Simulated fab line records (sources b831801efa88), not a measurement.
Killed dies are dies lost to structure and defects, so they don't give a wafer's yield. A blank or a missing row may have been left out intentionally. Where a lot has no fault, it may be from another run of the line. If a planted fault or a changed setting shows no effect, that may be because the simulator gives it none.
Chamber matching	flow sky130	cmp-01 running SKY_VIA2_CMP_24: 4 sister chambers
The step polishes, stops on SiO2, t overpolish 20 s, target thk 0 nm. 4 wafers are shown with their chamber, then 7 later ones without.

== EACH WAFER AND ITS CHAMBER ==
wafer	chamber	motor current A (A)
L869.2	2	12.0
L869.3	1	11.3
L882.1	3	10.5
L882.2	0	9.9

== WAFERS WITH NO CHAMBER GIVEN ==
wafer	motor current A (A)
L882.3	11.2
L884.2	10.0
L884.3	11.9
L884.6	9.9
L883.3	11.5
L883.5	10.0
L883.6	11.7

== THE CHAMBER EACH PASSED THROUGH ==
wafer	from the rows above	in truth
L882.3	1	1
L884.2	0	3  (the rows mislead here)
L884.3	2	2
L884.6	0	0
L883.3	can't be placed: 1 or 2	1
L883.5	0	0
L883.6	can't be placed: 2 or 1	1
Placed correctly: 4 of 7. Cannot be placed on the basis of these rows: 2; the candidates contain the true chamber in 2. 1 placed wrongly.
How it was worked out, from the rows above alone: a wafer's distance from a chamber is the root of the sum, over the readings, of the square of ((its reading less the chamber's mean) divided by the reading's scatter). The wafer belongs to the nearest chamber; if the next one is less than 2 further off, it can't be placed. A chamber's mean is the mean of its shown wafers. The scatter: root of mean squared gap, hidden wafer to nearest shown wafer, with one shown wafer a chamber.
